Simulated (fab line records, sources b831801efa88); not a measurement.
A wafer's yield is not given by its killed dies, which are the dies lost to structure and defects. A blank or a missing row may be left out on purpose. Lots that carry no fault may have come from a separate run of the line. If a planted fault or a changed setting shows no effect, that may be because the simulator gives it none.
fab line records | flow gf180mcu
record lots=5 wafers=15 last-day=33
route steps=602 shown M4@470 V4@476 MIM@503
lots that met no fault: from a run of the same line without faults
start-h: hours from the record's opening day to when the first of the lot's shown wafers began | wait-h: time in hours since the lot's previous step | " as in the row above | L1.1+2: a single row standing in for several wafers | - either no value or no given start | * or withheld: withheld | < > ~ a bound
route shown NAME@n: NAME is a module with steps in the file, n the number in the route of the first one | usual: mean and standard deviation over wafers with no fault | same: alike in all rows | chamber/n: place in a boat | sites: each site's reading | _std_site: standard deviation across them | _edge_site: inner sites' mean taken away from outer sites' mean | radius-mm: how far each site lies from the wafer's centre | mask NAME#n: copy n | behind: tool/chamber where the wafer was last shaped | hold: the reason the lot was held/the length of the hold in hours/how it ended | device: the transistor (n, p or np) that didn't switch | end of line: the route-end tests of the same wafers | where a step has no rows: the recipe by itself | killed: at the first sort, the dies lost to defects and structure; wafer yield is something else | map: shows each die of a wafer: x if killed, . if not, _ if none is there
set.NAME: setting as actually run; set.NAME@STEP: the setting as run at that earlier step | model.NAME: the simulator's own value behind a step, which no gauge read
lots at some steps of the route; a table a step, a row a wafer
services: when a tool's chamber went out of use (start-h, in hours from the record's first day, below 0 if earlier), for how many hours, and the reason
## steps
# step GF_M4_CD_MEAS_14
# recipe target-cd-nm=280
# usual cd-nm=280.3/1
# columns lot.wafer tool chamber start-h wait-h cd-nm
L078.1 cd-sem-01 - 561.52 0.1 280.2
L078.2 " - " " 280.5
L078.3 " - " " 280.2
L083.2 cd-sem-02 - 618.23 0.1 279.9
L083.4 " - " " 279.9
L083.5 " - " " 281.1
L086.1 cd-sem-02 - 658.11 0.1 280.6
L086.3 " - " " 280.9
L086.4 " - " " 280.1
L088.2 cd-sem-01 - 660.33 0.1 279.3
L088.3 " - " " 279.7
L088.5 " - " " 280.6
L089.1 cd-sem-01 - 664.52 0.1 280.5
L089.5 " - " " 280.2
L089.6 " - " " 280.3
# step GF_M4_OVL_MEAS_15
# usual M4_OVL=1/5.1
# columns lot.wafer tool chamber start-h wait-h M4_OVL[nm]
L078.1 overlay-02 - 561.64 0.1 7
L078.2 " - " " 1
L078.3 " - " " 2
L083.2 overlay-02 - 618.33 0.1 -4
L083.4 " - " " -4
L083.5 " - " " 6
L086.1 overlay-02 - 658.23 0.1 13
L086.3 " - " " 4
L086.4 " - " " 10
L088.2 overlay-02 - 660.43 0.1 0
L088.3 " - " " 5
L088.5 " - " " -3
L089.1 overlay-02 - 664.64 0.1 -4
L089.5 " - " " -7
L089.6 " - " " -6
# step GF_M4_METAL_ETCH_16
# recipe chemistry=Cl2/BCl3 mask-material=KrF target-depth-nm=750.8 stop-on=SiO2 pressure-mtorr=8 icp-w=800 bias-w=140 Cl2_flow_sccm=80 bcl3-flow-sccm=40 time-s=125.1
# usual bias-w=139.9/0.39 drypump-motor-current-A=5.7/0.42 oes-product-au=0.987/0.01 throttle-valve-pct=28.234/0.013
# columns lot.wafer tool chamber start-h wait-h bias-w drypump-motor-current-A oes-product-au rf-hours-counter-h throttle-valve-pct
L078.1 rie-metal-03 0 561.68 0.0 139.8 6.5 0.995 12 28.228
L078.2 " 1 " " 140.2 6.0 0.992 6 28.212
L078.3 " 0 " " 139.3 6.5 0.994 - 28.241
L083.2 rie-metal-02 1 618.36 0.0 139.8 5.7 0.993 7 28.221
L083.4 " 0 " " 139.9 5.6 0.995 - 28.216
L083.5 " 1 " " 139.5 5.7 0.987 - 28.223
L086.1 rie-metal-01 1 658.26 0.0 140.1 5.5 0.979 8 28.240
L086.3 " 1 " " 140.4 5.5 0.974 - 28.256
L086.4 " 0 " " 139.4 5.1 0.972 - 28.270
L088.2 rie-metal-03 1 660.46 0.0 140.6 6.0 0.998 10 28.219
L088.3 " 0 " " 140.0 6.5 0.981 - 28.216
L088.5 " 0 " " 139.8 6.5 0.990 - 28.235
L089.1 rie-metal-01 0 664.68 0.0 140.1 5.1 0.973 2 28.253
L089.5 " 1 " " 139.7 5.6 0.991 - 28.241
L089.6 " 0 " " 139.9 5.1 0.963 - 28.252
# step GF_M4_STRIP_17
# recipe chemistry=O2/N2 power-w=1400 pressure-mtorr=1500 platen-temp-c=250 o2-flow-sccm=3000 n2-flow-sccm=300 overash-fraction=0.5
# usual drypump-motor-current-A=5.46/0.24 heater-power-w=348/52 oes-product-au=0.538/0.0052 strip-time-to-endpoint-s=7.39/0.072
# same overash-fraction=0.5
# columns lot.wafer tool chamber start-h wait-h drypump-motor-current-A heater-power-w oes-product-au rf-hours-counter-h strip-time-to-endpoint-s
L078.1 plasma-asher-01 1 561.81 0.1 5.53 283 0.525 47 7.33
L078.2 " 0 " " 5.68 400 0.545 47 7.34
L078.3 " 1 " " 5.51 274 0.539 - 7.40
L083.2 plasma-asher-01 0 618.49 0.1 5.68 394 0.542 53 7.34
L083.4 " 0 " " 5.68 400 0.541 - 7.34
L083.5 " 0 " " 5.68 390 0.535 - 7.29
L086.1 plasma-asher-01 1 658.39 0.1 5.56 282 0.536 57 7.42
L086.3 " 0 " " 5.67 396 0.545 - 7.49
L086.4 " 1 " " 5.53 279 0.540 - 7.52
L088.2 plasma-asher-02 1 660.59 0.1 5.21 332 0.537 105 7.30
L088.3 " 0 " " 5.72 400 0.536 - 7.43
L088.5 " 1 " " 5.26 326 0.535 - 7.37
L089.1 plasma-asher-04 1 664.81 0.1 5.60 388 0.542 22 7.50
L089.5 " 0 " " 5.07 285 0.541 - 7.43
L089.6 " 1 " " 5.60 397 0.547 - 7.53
# step GF_M4_STRIP_18
# recipe chemistry=post-etch-residue-remover time-s=1200 temp-c=72.5
# columns lot.wafer tool chamber start-h wait-h
L078.1+2+3 wet-bench-02 3 561.91 0.1
L083.2+4+5 wet-bench-02 1 618.59 0.1
L086.1+3+4 wet-bench-01 1 658.49 0.1
L088.2+3+5 wet-bench-02 0 660.69 0.1
L089.1+5+6 wet-bench-02 2 664.91 0.1
# step GF_M4_CLEAN_19
# recipe chemistry=DIW dry=n2-spin
# columns lot.wafer tool chamber start-h wait-h
L078.1+2+3 wet-bench-03 0 562.28 0.0
L083.2+4+5 wet-bench-01 3 618.93 0.0
L086.1+3+4 wet-bench-02 0 658.83 0.0
L088.2+3+5 wet-bench-01 3 661.03 0.0
L089.1+5+6 wet-bench-03 3 665.25 0.0
# step GF_V4_CVD_00
# recipe material=SiO2 target-thk-nm=600 sigma-open-frac=0.3 temp-c=400 time-s=100 sih4-flow-sccm=60 pressure-mtorr=6
# usual susceptor-temp-C=400.00/0.21
# columns lot.wafer tool chamber start-h wait-h susceptor-temp-C
L078.1 hdpcvd-01 1 562.38 0.0 399.95
L078.2 " 0 " " 400.31
L078.3 " 2 " " 400.17
L083.2 hdpcvd-02 2 619.03 0.0 400.11
L083.4 " 1 " " 400.09
L083.5 " 2 " " 400.26
L086.1 hdpcvd-02 1 658.92 0.0 399.90
L086.3 " 2 " " 400.19
L086.4 " 0 " " 399.93
L088.2 hdpcvd-02 0 661.12 0.0 399.99
L088.3 " 1 " " 399.93
L088.5 " 1 " " 399.73
L089.1 hdpcvd-02 2 665.34 0.0 399.96
L089.5 " 2 " " 399.84
L089.6 " 0 " " 399.55
# step GF_V4_THK_MEAS_01
# recipe reads=SiO2_of_V4_CVD_00
# usual V4_CVD_00_THK=597/5.9
# columns lot.wafer tool chamber start-h wait-h V4_CVD_00_THK[nm]
L078.1 film-metro-03 - 562.45 0.0 593
L078.2 " - " " 600
L078.3 " - " " 591
L083.2 film-metro-01 - 619.11 0.0 577
L083.4 " - " " 584
L083.5 " - " " 579
L086.1 film-metro-04 - 659.00 0.0 603
L086.3 " - " " 597
L086.4 " - " " 599
L088.2 film-metro-03 - 661.21 0.0 599
L088.3 " - " " 602
L088.5 " - " " 596
L089.1 film-metro-04 - 665.41 0.0 592
L089.5 " - " " 597
L089.6 " - " " 599
# step GF_V4_CVD_02
# recipe material=SiO2 target-thk-nm=850 precursor=TEOS temp-c=400 time-s=94.851 rf-w=600
# usual heater-power-w=705/99 susceptor-temp-C=400.02/0.22
# columns lot.wafer tool chamber start-h wait-h heater-power-w susceptor-temp-C
L078.1 pecvd-04 0 562.51 0.1 701 400.11
L078.2 " 1 " " 598 399.79
L078.3 " 2 " " 853 400.33
L083.2 pecvd-01 1 619.16 0.0 711 399.92
L083.4 " 0 " " 571 400.03
L083.5 " 1 " " 595 399.90
L086.1 pecvd-01 0 659.06 0.1 656 399.89
L086.3 " 2 " " 777 400.03
L086.4 " 0 " " 701 399.93
L088.2 pecvd-04 0 661.26 0.0 630 400.07
L088.3 " 2 " " 760 400.07
L088.5 " 2 " " 829 400.17
L089.1 pecvd-01 2 665.47 0.1 738 400.23
L089.5 " 0 " " 729 400.00
L089.6 " 2 " " 636 400.29
# step GF_V4_THK_MEAS_03
# recipe reads=SiO2_of_V4_CVD_02
# usual V4_CVD_02_THK=847/12
# columns lot.wafer tool chamber start-h wait-h V4_CVD_02_THK[nm]
L078.1 film-metro-03 - 562.58 0.0 837
L078.2 " - " " 840
L078.3 " - " " 832
L083.2 film-metro-03 - 619.24 0.0 849
L083.4 " - " " 845
L083.5 " - " " 853
L086.1 film-metro-01 - 659.16 0.1 822
L086.3 " - " " 837
L086.4 " - " " 827
L088.2 film-metro-04 - 661.34 0.0 866
L088.3 " - " " 854
L088.5 " - " " 865
L089.1 film-metro-04 - 665.58 0.1 844
L089.5 " - " " 846
L089.6 " - " " 853
# step GF_V4_CMP_04
# recipe material=SiO2 down-force-psi=4 platen-rpm=60 pad-velocity-m-s=0.94248
# usual motor-current-A=13.0/1.2 retaining-ring-pressure-frac=1.000/0.0054 time-to-endpoint-s=80/6.7
# columns lot.wafer tool chamber start-h wait-h motor-current-A retaining-ring-pressure-frac time-to-endpoint-s
L078.2 cmp-02 0 562.65 0.0 14.0 0.997 83
L078.3 " 1 " " 12.9 0.996 69
L078.1 " 2 " " 11.8 1.006 77
L083.2 cmp-02 0 619.29 0.0 14.6 0.998 86
L083.4 " 2 " " 11.9 0.995 80
L083.5 " 1 " " 12.8 1.007 74
L086.1 cmp-01 1 659.22 0.1 13.6 1.005 70
L086.3 " 2 " " 13.1 0.996 79
L086.4 " 0 " " 11.8 1.002 75
L088.3 cmp-02 1 661.49 0.1 11.8 1.004 78
L088.2 " 2 " " 11.8 1.010 91
L088.5 " 0 " " 14.1 0.998 93
L089.1 cmp-02 3 665.69 0.1 15.2 1.000 69
L089.5 " 2 " " 12.4 1.001 79
L089.6 " 3 " " 14.8 1.002 74
# step GF_V4_BOW_MEAS_05
# recipe mode=bow
# usual V4_BOW=134/11
# columns lot.wafer tool chamber start-h wait-h V4_BOW[um]
L078.1 film-metro-04 - 562.95 0.1 154
L078.2 " - " " 148
L078.3 " - " " 128
L083.2 film-metro-03 - 619.61 0.3 136
L083.4 " - " " 128
L083.5 " - " " 126
L086.1 film-metro-01 - 659.52 0.2 157
L086.3 " - " " 158
L086.4 " - " " 142
L088.2 film-metro-04 - 661.71 0.1 133
L088.3 " - " " 132
L088.5 " - " " 130
L089.1 film-metro-01 - 665.94 0.2 149
L089.5 " - " " 134
L089.6 " - " " 145
# step GF_V4_DEHYDRATE_06
# recipe temp-c=200 time-s=60
# columns lot.wafer tool chamber start-h wait-h
L078.1+2+3 litho-track-04 0 573.77 10.8
L083.2+4+5 litho-track-02 0 629.84 10.2
L086.1+3+4 litho-track-04 0 668.37 8.8
L088.2+3+5 litho-track-04 0 670.40 8.7
L089.1+5+6 litho-track-04 0 675.27 9.3
# step GF_V4_HMDS_07
# recipe prime-time-s=60 prime-temp-c=120
# columns lot.wafer tool chamber start-h wait-h
L078.1+2+3 litho-track-04 0 573.92 0.1
L083.2+4+5 litho-track-02 0 629.99 0.1
L086.1+3+4 litho-track-04 0 668.52 0.1
L088.2+3+5 litho-track-04 0 670.55 0.1
L089.1+5+6 litho-track-04 0 675.42 0.1
# step GF_V4_COAT_08
# recipe resist=BARC temp-c=withheld time-s=withheld spin-rpm=withheld resist-thk-nm=withheld
# columns lot.wafer tool chamber start-h wait-h
L078.1+2+3 litho-track-04 0 574.07 0.1
L083.2+4+5 litho-track-02 0 630.14 0.1
L086.1+3+4 litho-track-04 0 668.67 0.1
L088.2+3+5 litho-track-04 0 670.70 0.1
L089.1+5+6 litho-track-04 0 675.57 0.1
# step GF_V4_COAT_09
# recipe resist=KrF spin-rpm=withheld resist-thk-nm=1000
# columns lot.wafer tool chamber start-h wait-h
L078.1+2+3 litho-track-04 0 - -
L083.2+4+5 litho-track-02 0 - -
L086.1+3+4 litho-track-04 0 - -
L088.2+3+5 litho-track-04 0 - -
L089.1+5+6 litho-track-04 0 - -
# step GF_V4_SOFTBAKE_10
# recipe temp-c=130 time-s=60 resist=KrF
# columns lot.wafer tool chamber start-h wait-h
L078.1+2+3 litho-track-04 0 - -
L083.2+4+5 litho-track-02 0 - -
L086.1+3+4 litho-track-04 0 - -
L088.2+3+5 litho-track-04 0 - -
L089.1+5+6 litho-track-04 0 - -
# step GF_V4_EXPOSE_11
# recipe mask-id=Via4 target-cd-nm=260 na=0.68 source-shape=conventional sigma-outer=0.6 dose-mj=38
# usual focus-offset-nm=0.0/0.54
# columns lot.wafer tool chamber start-h wait-h mask focus-offset-nm
L078.1 krf-scanner-02 0 - - Via4#0 -0.7
L078.2 " 0 " " Via4#0 0.1
L078.3 " 0 " " Via4#0 0.1
L083.2 krf-scanner-02 0 - - Via4#0 -0.3
L083.4 " 0 " " Via4#0 0.4
L083.5 " 0 " " Via4#0 -0.3
L086.1 krf-scanner-01 0 - - Via4#0 0.6
L086.3 " 0 " " Via4#0 -0.4
L086.4 " 0 " " Via4#0 -0.4
L088.2 krf-scanner-02 0 - - Via4#0 -0.7
L088.3 " 0 " " Via4#0 -0.4
L088.5 " 0 " " Via4#0 -0.1
L089.1 krf-scanner-01 0 - - Via4#0 0.5
L089.5 " 0 " " Via4#0 0.0
L089.6 " 0 " " Via4#0 0.1
# step GF_V4_PEB_12
# recipe peb-temp-c=135 peb-time-s=90 resist=KrF
# columns lot.wafer tool chamber start-h wait-h
L078.1+2+3 litho-track-04 0 - -
L083.2+4+5 litho-track-02 0 - -
L086.1+3+4 litho-track-03 0 - -
L088.2+3+5 litho-track-03 0 - -
L089.1+5+6 litho-track-02 0 - -
# step GF_V4_DEVELOP_13
# recipe develop-time-s=60 resist=KrF dev-temp-c=21
# same develop-time-s=60
# columns lot.wafer tool chamber start-h wait-h
L078.1+2+3 litho-track-04 0 585.07 0.2
L083.2+4+5 litho-track-02 0 640.09 0.2
L086.1+3+4 litho-track-03 0 678.53 0.2
L088.2+3+5 litho-track-03 0 680.75 0.2
L089.1+5+6 litho-track-02 0 684.76 0.2
# step GF_V4_CD_MEAS_14
# recipe target-cd-nm=260
# usual cd-nm=260.3/1.2
# columns lot.wafer tool chamber start-h wait-h cd-nm
L078.1 cd-sem-02 - 585.22 0.1 259.7
L078.2 " - " " 259.8
L078.3 " - " " 258.7
L083.2 cd-sem-01 - 640.23 0.1 258.9
L083.4 " - " " 259.1
L083.5 " - " " 260.7
L086.1 cd-sem-02 - 678.68 0.1 260.3
L086.3 " - " " 260.7
L086.4 " - " " 259.5
L088.2 cd-sem-01 - 680.90 0.1 260.0
L088.3 " - " " 260.7
L088.5 " - " " 260.4
L089.1 cd-sem-02 - 684.91 0.1 259.2
L089.5 " - " " 260.5
L089.6 " - " " 259.9
# step GF_V4_OVL_MEAS_15
# usual V4_OVL=1/5.3
# columns lot.wafer tool chamber start-h wait-h V4_OVL[nm]
L078.1 overlay-01 - 585.34 0.1 10
L078.2 " - " " 9
L078.3 " - " " 7
L083.2 overlay-02 - 640.34 0.1 4
L083.4 " - " " 3
L083.5 " - " " 0
L086.1 overlay-02 - 678.80 0.1 -8
L086.3 " - " " -1
L086.4 " - " " 0
L088.2 overlay-01 - 681.00 0.1 2
L088.3 " - " " -2
L088.5 " - " " -1
L089.1 overlay-02 - 685.03 0.1 6
L089.5 " - " " 3
L089.6 " - " " -3
# step GF_V4_ETCH_16
# recipe chemistry=N2/H2 target-depth-a=withheld overetch-a=withheld time-s=withheld target=BARC ion-energy-ev=200 source-w=500 bias-w=100 pressure-mtorr=30 n2-flow-sccm=100 h2-flow-sccm=200
# usual bias-w=99.98/0.27 drypump-motor-current-A=5.7/0.42 oes-product-au=0.854/0.0049 throttle-valve-pct=13.225/0.0093
# columns lot.wafer tool chamber start-h wait-h bias-w drypump-motor-current-A oes-product-au throttle-valve-pct
L078.1 rie-diel-03 0 585.38 0.0 99.90 5.8 0.865 13.224
L078.2 " 3 " " 100.11 5.9 0.857 13.233
L078.3 " 1 " " 99.83 4.9 0.857 13.243
L083.2 rie-diel-04 1 640.37 0.0 100.26 5.7 0.858 13.229
L083.4 " 1 " " 100.13 5.7 0.853 13.231
L083.5 " 3 " " 99.77 5.8 0.855 13.232
L086.1 rie-diel-03 0 678.83 0.0 100.21 5.9 0.857 13.216
L086.3 " 3 " " 99.68 5.9 0.855 13.218
L086.4 " 0 " " 100.12 5.9 0.853 13.228
L088.2 rie-diel-01 0 681.03 0.0 99.94 5.4 0.855 13.216
L088.3 " 3 " " 100.17 6.0 0.856 13.226
L088.5 " 1 " " 99.85 5.2 0.855 13.241
L089.1 rie-diel-01 3 685.07 0.0 99.91 6.0 0.854 13.226
L089.5 " 1 " " 99.72 5.2 0.850 13.228
L089.6 " 3 " " 99.65 6.0 0.860 13.214
# step GF_V4_ETCH_17
# recipe chemistry=C4F8/O2/Ar mask-material=KrF target=SiO2 stop-on=TiN source-w=1500 bias-w=1200 pressure-mtorr=40 c4f8-flow-sccm=withheld O2_flow_sccm=6 Ar_flow_sccm=300 time-s=withheld target-depth-a=6300
# usual bias-w=1200/3.9 oes-product-au=0.855/0.0049
# columns lot.wafer tool chamber start-h wait-h bias-w oes-product-au
L078.1 rie-diel-03 0 - - 1198 0.854
L078.2 " 3 " " 1200 0.848
L078.3 " 1 " " 1199 0.863
L083.2 rie-diel-04 1 - - 1201 0.855
L083.4 " 1 " " 1202 0.858
L083.5 " 3 " " 1198 0.853
L086.1 rie-diel-03 0 - - 1200 0.866
L086.3 " 3 " " 1198 0.856
L086.4 " 0 " " 1205 0.856
L088.2 rie-diel-01 0 - - 1204 0.864
L088.3 " 3 " " 1196 0.854
L088.5 " 1 " " 1203 0.853
L089.1 rie-diel-01 3 - - 1202 0.858
L089.5 " 1 " " 1197 0.856
L089.6 " 3 " " 1198 0.859
# step GF_V4_STRIP_18
# recipe chemistry=O2/N2 power-w=1400 pressure-mtorr=1500 platen-temp-c=250 o2-flow-sccm=3000 n2-flow-sccm=300 overash-fraction=0.5
# usual drypump-motor-current-A=5.37/0.2 heater-power-w=329/45 oes-product-au=0.591/0.005
# same overash-fraction=0.5
# columns lot.wafer tool chamber start-h wait-h drypump-motor-current-A heater-power-w oes-product-au rf-hours-counter-h
L078.1 plasma-asher-04 0 585.51 - 5.06 292 0.589 13
L078.2 " 1 " " 5.60 388 0.589 13
L078.3 " 1 " " 5.60 390 0.591 -
L083.2 plasma-asher-04 1 640.50 - 5.60 388 0.591 19
L083.4 " 1 " " 5.60 386 0.592 -
L083.5 " 1 " " 5.61 397 0.593 -
L086.1 plasma-asher-03 0 678.96 - 5.29 337 0.581 91
L086.3 " 0 " " 5.24 351 0.590 -
L086.4 " 1 " " 5.39 287 0.589 -
L088.2 plasma-asher-01 0 681.16 - 5.67 390 0.583 60
L088.3 " 1 " " 5.57 280 0.594 -
L088.5 " 0 " " 5.67 392 0.588 -
L089.1 plasma-asher-04 0 685.19 - 5.06 284 0.597 24
L089.5 " 0 " " 5.05 282 0.592 -
L089.6 " 1 " " 5.60 385 0.587 -
# step GF_V4_STRIP_19
# recipe chemistry=post-etch-residue-remover time-s=1200 temp-c=72.5
# columns lot.wafer tool chamber start-h wait-h
L078.1+2+3 wet-bench-01 1 585.61 0.1
L083.2+4+5 wet-bench-01 0 640.60 0.1
L086.1+3+4 wet-bench-04 2 679.06 0.1
L088.2+3+5 wet-bench-01 0 681.26 0.1
L089.1+5+6 wet-bench-03 2 685.29 0.1
# step GF_V4_CLEAN_20
# recipe chemistry=DIW dry=n2-spin
# columns lot.wafer tool chamber start-h wait-h
L078.1+2+3 wet-bench-03 1 585.95 0.0
L083.2+4+5 wet-bench-03 2 640.94 0.0
L086.1+3+4 wet-bench-01 3 679.43 0.0
L088.2+3+5 wet-bench-03 3 681.60 0.0
L089.1+5+6 wet-bench-04 2 685.64 0.0
# step GF_V4_SPUTTER_21
# recipe material=Ti target-thk-nm=15 chamber-pressure-pa=5 power-w=2500 substrate-temp-c=200 time-s=80.02
# usual throttle-valve-pct=29.6/0.91
# columns lot.wafer tool chamber start-h wait-h throttle-valve-pct
L078.1 pvd-sputter-01 - 586.04 0.0 27.5
L078.2 " - " " 29.1
L078.3 " - " " 30.3
L083.2 pvd-sputter-01 - 641.03 0.0 29.1
L083.4 " - " " 27.6
L083.5 " - " " 30.1
L086.1 pvd-sputter-02 - 679.53 0.0 31.2
L086.3 " - " " 30.3
L086.4 " - " " 30.1
L088.2 pvd-sputter-01 - 681.70 0.0 29.7
L088.3 " - " " 27.6
L088.5 " - " " 29.4
L089.1 pvd-sputter-02 - 685.74 0.0 31.1
L089.5 " - " " 31.3
L089.6 " - " " 30.2
# step GF_V4_SPUTTER_22
# recipe material=TiN target-thk-nm=10 chamber-pressure-pa=5 power-w=4000 time-s=40
# usual throttle-valve-pct=29.6/0.92
# columns lot.wafer tool chamber start-h wait-h throttle-valve-pct
L078.1 pvd-sputter-01 - 586.10 0.0 27.6
L078.2 " - " " 28.9
L078.3 " - " " 30.2
L083.2 pvd-sputter-01 - 641.09 0.0 29.2
L083.4 " - " " 27.3
L083.5 " - " " 30.1
L086.1 pvd-sputter-02 - 679.59 0.0 31.4
L086.3 " - " " 30.2
L086.4 " - " " 30.5
L088.2 pvd-sputter-01 - 681.82 0.1 29.8
L088.3 " - " " 27.5
L088.5 " - " " 29.5
L089.1 pvd-sputter-02 - 685.80 0.0 31.0
L089.5 " - " " 31.3
L089.6 " - " " 30.0
# step GF_V4_CVD_23
# recipe material=W target-thk-nm=350 time-s=104.9 temp-c=400 pressure-torr=40
# usual heater-power-w=944/37 susceptor-temp-C=399.99/0.26
# columns lot.wafer tool chamber start-h wait-h heater-power-w susceptor-temp-C
L078.1 cvd-w-01 1 586.14 0.0 871 399.63
L078.2 " 0 " " 932 400.46
L078.3 " 0 " " 915 400.44
L083.2 cvd-w-01 0 641.13 0.0 928 400.35
L083.4 " 0 " " 951 400.08
L083.5 " 0 " " 921 400.40
L086.1 cvd-w-02 0 679.63 0.0 958 399.40
L086.3 " 1 " " 946 400.08
L086.4 " 0 " " 918 399.46
L088.2 cvd-w-02 1 681.90 0.0 995 399.97
L088.3 " 0 " " 965 399.70
L088.5 " 1 " " 970 399.90
L089.1 cvd-w-02 0 685.84 0.0 994 400.18
L089.5 " 1 " " 943 400.32
L089.6 " 0 " " 951 400.07
# step GF_V4_RS_MEAS_24
# recipe thk-meas-gauge=four-point-probe reads=W_of_V4_CVD_23+TiN_of_V4_SPUTTER_22+Ti_of_V4_SPUTTER_21
# usual V4_W_RS=0.326/0.0036
# columns lot.wafer tool chamber start-h wait-h V4_W_RS[ohm/sq]
L078.1 film-metro-03 - 586.25 0.1 0.324
L078.2 " - " " 0.327
L078.3 " - " " 0.332
L083.2 film-metro-04 - 641.26 0.1 0.328
L083.4 " - " " 0.327
L083.5 " - " " 0.326
L086.1 film-metro-01 - 679.74 0.1 0.324
L086.3 " - " " 0.322
L086.4 " - " " 0.324
L088.2 film-metro-01 - 682.04 0.1 0.324
L088.3 " - " " 0.322
L088.5 " - " " 0.328
L089.1 film-metro-04 - 685.95 0.1 0.325
L089.5 " - " " 0.327
L089.6 " - " " 0.327
# step GF_V4_THK_MEAS_25
# recipe thk-meas-gauge=xrf reads=W_of_V4_CVD_23
# usual V4_W_THK=351/4.9
# columns lot.wafer tool chamber start-h wait-h V4_W_THK[nm]
L078.1 film-metro-03 - 586.37 0.1 353
L078.2 " - " " 349
L078.3 " - " " 344
L083.2 film-metro-04 - 641.37 0.1 347
L083.4 " - " " 349
L083.5 " - " " 347
L086.1 film-metro-01 - 679.86 0.1 355
L086.3 " - " " 358
L086.4 " - " " 357
L088.2 film-metro-01 - 682.15 0.1 356
L088.3 " - " " 358
L088.5 " - " " 352
L089.1 film-metro-04 - 686.07 0.1 352
L089.5 " - " " 349
L089.6 " - " " 348
# step GF_V4_CMP_26
# recipe stop-on=SiO2 down-force-psi=3.5 platen-rpm=60 t-overpolish-s=15 target-thk-nm=0 pad-velocity-m-s=0.94248
# usual motor-current-A=12.0/1.1 overpolish-run-s=14.998/0.0093 retaining-ring-pressure-frac=1.000/0.0049 time-to-endpoint-s=84/5.4
# same t-overpolish-s=15
# columns lot.wafer tool chamber start-h wait-h motor-current-A overpolish-run-s retaining-ring-pressure-frac time-to-endpoint-s
L078.1 cmp-02 3 586.43 0.1 13.0 14.995 0.993 76
L078.2 " 0 " " 13.3 15.006 1.000 90
L078.3 " 1 " " 11.5 14.990 1.000 77
L083.4 cmp-02 1 641.42 0.0 12.4 14.998 1.001 81
L083.2 " 0 " " 13.1 14.974 1.004 93
L083.5 " 1 " " 11.8 15.004 1.003 82
L086.1 cmp-02 2 679.97 0.1 11.0 14.988 1.002 84
L086.3 " 3 " " 12.7 14.996 1.004 81
L086.4 " 0 " " 13.2 14.990 1.001 94
L088.3 cmp-01 1 682.25 0.1 12.5 15.010 1.004 87
L088.2 " 3 " " 10.5 14.998 0.995 91
L088.5 " 0 " " 11.0 15.009 1.002 83
L089.1 cmp-02 0 686.13 0.1 13.1 14.999 1.009 94
L089.6 " 0 " " 14.1 14.985 1.010 92
L089.5 " 1 " " 11.6 14.985 0.990 79
# step GF_MIM_SPUTTER_00
# recipe material=Ti target-thk-nm=37.5 arriving-ion-energy-ev=80 substrate-temp-c=200 chamber-pressure-pa=2 power-w=4000 time-s=150
# usual throttle-valve-pct=29.6/1.1
# columns lot.wafer tool chamber start-h wait-h throttle-valve-pct
L078.1 pvd-sputter-04 - 586.73 0.2 30.0
L078.2 " - " " 29.8
L078.3 " - " " 29.3
L083.2 pvd-sputter-04 - 641.72 0.1 29.9
L083.4 " - " " 30.0
L083.5 " - " " 29.2
L086.1 pvd-sputter-04 - 680.22 0.2 30.0
L086.3 " - " " 29.4
L086.4 " - " " 30.1
L088.2 pvd-sputter-04 - 682.50 0.1 29.7
L088.3 " - " " 29.9
L088.5 " - " " 29.9
L089.1 pvd-sputter-03 - 686.43 0.2 28.1
L089.5 " - " " 29.4
L089.6 " - " " 32.1
# step GF_MIM_SPUTTER_01
# recipe material=TiN target-thk-nm=30 power-w=6500 time-s=25 chamber-pressure-pa=0.4
# usual throttle-valve-pct=29.6/1.1
# columns lot.wafer tool chamber start-h wait-h throttle-valve-pct
L078.1 pvd-sputter-04 - 586.83 0.1 29.7
L078.2 " - " " 29.7
L078.3 " - " " 29.5
L083.2 pvd-sputter-04 - 641.82 0.1 29.8
L083.4 " - " " 30.1
L083.5 " - " " 29.4
L086.1 pvd-sputter-04 - 680.32 0.1 30.0
L086.3 " - " " 29.5
L086.4 " - " " 29.8
L088.2 pvd-sputter-04 - 682.60 0.1 29.7
L088.3 " - " " 29.8
L088.5 " - " " 29.9
L089.1 pvd-sputter-03 - 686.53 0.1 27.9
L089.5 " - " " 29.8
L089.6 " - " " 32.2
# step GF_MIM_SPUTTER_02
# recipe material=AlCu target-thk-nm=450 power-w=10600 time-s=23.9 chamber-pressure-pa=0.4
# usual throttle-valve-pct=29.6/1.1
# columns lot.wafer tool chamber start-h wait-h throttle-valve-pct
L078.1 pvd-sputter-04 - 586.86 0.0 29.7
L078.2 " - " " 29.9
L078.3 " - " " 29.3
L083.2 pvd-sputter-04 - 641.85 0.0 29.6
L083.4 " - " " 29.7
L083.5 " - " " 29.4
L086.1 pvd-sputter-04 - 680.35 0.0 30.1
L086.3 " - " " 29.6
L086.4 " - " " 29.7
L088.2 pvd-sputter-04 - 682.63 0.0 29.7
L088.3 " - " " 30.0
L088.5 " - " " 29.7
L089.1 pvd-sputter-03 - 686.56 0.0 28.4
L089.5 " - " " 29.6
L089.6 " - " " 32.3
# step GF_MIM_SPUTTER_03
# recipe material=Ti target-thk-nm=10 substrate-temp-c=300 chamber-pressure-pa=0.3 power-w=3000 time-s=6.7
# usual throttle-valve-pct=29.6/1.1
# columns lot.wafer tool chamber start-h wait-h throttle-valve-pct
L078.1 pvd-sputter-04 - 586.89 0.0 29.9
L078.2 " - " " 29.8
L078.3 " - " " 29.4
L083.2 pvd-sputter-04 - 641.88 0.0 29.8
L083.4 " - " " 29.9
L083.5 " - " " 29.5
L086.1 pvd-sputter-04 - 680.38 0.0 30.1
L086.3 " - " " 29.5
L086.4 " - " " 30.0
L088.2 pvd-sputter-04 - 682.66 0.0 29.6
L088.3 " - " " 29.8
L088.5 " - " " 29.8
L089.1 pvd-sputter-03 - 686.59 0.0 28.2
L089.5 " - " " 29.8
L089.6 " - " " 32.3
## services
# columns tool chamber start-h hours kind
hdpcvd-02 - 539.25 15.0 pm
krf-scanner-02 - 541.46 1.0 repair
pvd-sputter-01 - 541.92 3.5 repair
krf-scanner-02 - 542.44 4.0 pm
wet-bench-03 - 554.06 6.4 repair
cmp-02 - 554.23 3.8 repair
hdpcvd-02 0 558.34 5.0 repair
plasma-asher-04 - 562.88 2.8 pm
rie-diel-03 0 563.15 16.3 repair
plasma-asher-04 - 569.53 1.3 repair
pvd-sputter-04 - 573.87 4.4 repair
pvd-sputter-03 - 580.04 2.1 repair
hdpcvd-02 0 589.40 14.2 repair
cmp-02 - 591.20 4.0 pm
pvd-sputter-03 - 603.77 6.6 repair
rie-diel-03 0 619.83 3.9 repair
rie-diel-01 - 635.62 0.3 repair
hdpcvd-02 1 636.65 3.9 repair
plasma-asher-01 - 638.93 0.3 repair
hdpcvd-02 - 647.45 8.2 repair
pvd-sputter-01 - 663.93 5.5 repair
pvd-sputter-01 - 665.68 7.3 repair
rie-diel-01 1 665.87 4.9 repair
rie-diel-03 0 680.27 3.8 repair
## key
fault none
